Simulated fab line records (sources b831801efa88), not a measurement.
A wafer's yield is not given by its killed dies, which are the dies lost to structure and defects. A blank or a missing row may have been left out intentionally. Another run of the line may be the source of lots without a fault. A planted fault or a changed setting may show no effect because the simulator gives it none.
A struck lot beside a sound one ; flow gf180mcu ; 17 out of 602 route steps
Sound: wafers L657.1, L657.2, L657.6. Struck: wafers L660.2, L660.4, L660.6. The cause is given at the end.
Per side, at each step with rows, come the tool, then ch with its chambers, and then its first start. Under that, the readings that differ: sound wafers ; struck wafers ; difference of the means ; sigmas: that difference in standard deviations of wafers without a fault.
alike: a reading whose means differ by less than 2 such deviations, as well as words and numbers matching on both sides. not compared: withheld readings; readings where some wafer has no value; bounds like >300 that might hide an equal value; numbers whose values overlap and for which the record gives no deviation.
Wherever a step has rows on one side only, a row that says differs or no value, or a row with sigmas, the two part there. When numbers do not overlap yet have no deviation, they are printed without sigmas and do not part them. Lack of a reading on every wafer of one side parts them only where that side has two or more wafers.

first, 4 steps without rows for these wafers: GF_M1_SOFTBAKE_10 (time 60 s); GF_M1_EXPOSE_11 (exposes mask Metal1, target cd 230 nm); GF_M1_PEB_12 (peb time 90 s); GF_M1_DEVELOP_13 (develop time 60 s).
GF_M1_CD_MEAS_14: the cd target is 230 nm.
  struck on cd_sem-02, day 25 02:54; sound on cd_sem-01, day 24 11:29
  alike: cd_nm
GF_M1_OVL_MEAS_15:
  struck on overlay-01, day 25 03:01; sound on overlay-01, day 24 11:36
  alike: M1_OVL
GF_M1_METAL_ETCH_16: etches the open film in Cl2/BCl3, stops on SiO2, target depth 750.8 nm, time 125.1 s.
  sound on rie_metal-04 ch 0,1, day 24 11:38; struck on rie_metal-02 ch 0,1, day 25 03:02
  alike: drypump_motor_current_A, oes_product_au, throttle_valve_pct
  not compared: rf_hours_counter_h
GF_M1_STRIP_17: strips in O2/N2.
  sound on plasma_asher-01 ch 0,1, day 24 11:46; struck on plasma_asher-01 ch 0,1, day 25 03:10
  alike: drypump_motor_current_A, heater_power_w, oes_product_au, strip_time_to_endpoint_s
  not compared: rf_hours_counter_h
then, 3 steps without rows for these wafers: GF_M1_STRIP_18 (strips in post etch residue remover, time 1200 s); GF_M1_CLEAN_19 (cleans in DIW); GF_V1_CVD_00 (deposits SiO2, target thk 600 nm, time 100 s).
GF_V1_THK_MEAS_01:
  struck on film_metro-03, day 25 03:55; sound on film_metro-04, day 24 12:23
  alike: V1_CVD_00_THK
GF_V1_CVD_02: deposits SiO2 from TEOS, target thk 850 nm, time 94.851 s.
  sound on pecvd-04 ch 0,1,2, day 24 12:26; struck on pecvd-02 ch 0,1,2, day 25 03:58
reading;sound;struck;difference;sigmas
rf_fwd_power_W (W);598.1 597.7 597.0;837.8 833.0 836.0;+238.0;+99 or more
model.SiO2_of_V1_CVD_02.thk_nm (nm);827.7 834.5 867.6;922 921.7 925.5;+80;
  alike: heater_power_w, susceptor_temp_C
GF_V1_THK_MEAS_03:
  struck on film_metro-02, day 25 04:02; sound on film_metro-02, day 24 12:30
reading;sound;struck;difference;sigmas
V1_CVD_02_THK (nm);828 835 868;922 922 925;+79;+6
GF_V1_CMP_04: polishes SiO2.
  sound on cmp-02 ch 0,2,3, day 24 12:55; struck on cmp-02 ch 1,2,3, day 25 04:05
reading;sound;struck;difference;sigmas
time_to_endpoint_s (s);79 83 93;112 105 109;+24;+4
  alike: motor_current_A
GF_V1_BOW_MEAS_05:
  struck on film_metro-04, day 25 04:25; sound on film_metro-03, day 24 13:07
  alike: V1_BOW
GF_PASSIVATION_PROBE_99:
  the record has rows for the sound wafers here (prober-02, day 34 14:16) and none for the struck ones

== WHERE THEY PART ==
Earliest at GF_V1_CVD_02; latest, in this record, at GF_PASSIVATION_PROBE_99.

WHY: what the simulator had put in
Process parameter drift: pecvd-02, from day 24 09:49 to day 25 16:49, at GF_V1_CVD_02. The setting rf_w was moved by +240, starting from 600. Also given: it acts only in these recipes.
